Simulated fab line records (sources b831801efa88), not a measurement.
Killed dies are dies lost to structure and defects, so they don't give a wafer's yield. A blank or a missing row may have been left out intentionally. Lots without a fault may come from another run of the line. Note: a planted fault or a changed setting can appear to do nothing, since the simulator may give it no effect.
Which tool was responsible? ; flow gf180mcu ; 6 lots, 18 wafers sampled, at 4 steps of a route of 602

WHAT THE GAUGES SHOWED, per wafer
GF_M3_THK_MEAS_06: measures by xrf.
lot;measured;on;M3_ALCU_THK (nm)
L809;day 21 06:58;filmMetro-02;443 444 443
L812;day 22 13:11;filmMetro-03;438 437 440
L820;day 25 05:59;filmMetro-01;461 455 460
L823;day 26 14:14;filmMetro-02;449 448 453
L825;day 27 05:35;filmMetro-03;450 452 450
L828;day 27 21:42;filmMetro-02;442 444 444

EACH LOT AND THE TOOL THAT RAN IT (in order: tool; ch and the chambers of the sampled wafers; start)
lot;GF_DUAL_GATE_OXIDATION_15;GF_POLY_GATE_ETCH_12;GF_M1_SPUTTER_04
L809;furnace-02 ch 0, day 9 03:26;rieDiel-03 ch 1,2, day 10 01:39;pvdSputter-03, day 17 03:08
L812;furnace-02 ch 0, day 10 00:14;rieDiel-01 ch 1,2, day 10 21:00;pvdSputter-03, day 18 07:17
L820;furnace-01 ch 0, day 12 06:08;rieDiel-01 ch 0,2,3, day 13 03:57;pvdSputter-02, day 21 02:27
L823;furnace-01 ch 0, day 13 08:31;rieDiel-01 ch 1,2,3, day 14 09:08;pvdSputter-04, day 22 15:26
L825;furnace-02 ch 0, day 14 04:10;rieDiel-03 ch 0,1,3, day 15 03:29;pvdSputter-04, day 23 08:30
L828;furnace-01 ch 0, day 14 19:31;rieDiel-04 ch 1,3, day 15 21:14;pvdSputter-04, day 24 02:13
- GF_DUAL_GATE_OXIDATION_15: stabilise 600 s, purge 300 s, target thk 7.098 nm.
- GF_POLY_GATE_ETCH_12: etches BARC in N2/H2.
- GF_M1_SPUTTER_04: material TiN, target thk 50 nm, time 41.7 s.

THE ANSWER, worked out from the rows above alone
Rule: usual is defined by the lots themselves. The widest of any qualifying gaps counts: lots, ordered by their means at a reading, are off when they make up no more than a third of the lots, leave a main group of 4 or more, and stand apart from it by 3 or more times the standard deviation of that group's means. A main group is skipped when, at the precision printed for the reading in the tables above, its means are all equal. A lot without any number at a reading at which 4 lots or more have one is off too. Where the step has rows for the other lots, those lots are counted as sound.
None of the lots is off at any reading shown; this tells nothing.

WHAT THE SIMULATOR PUT IN
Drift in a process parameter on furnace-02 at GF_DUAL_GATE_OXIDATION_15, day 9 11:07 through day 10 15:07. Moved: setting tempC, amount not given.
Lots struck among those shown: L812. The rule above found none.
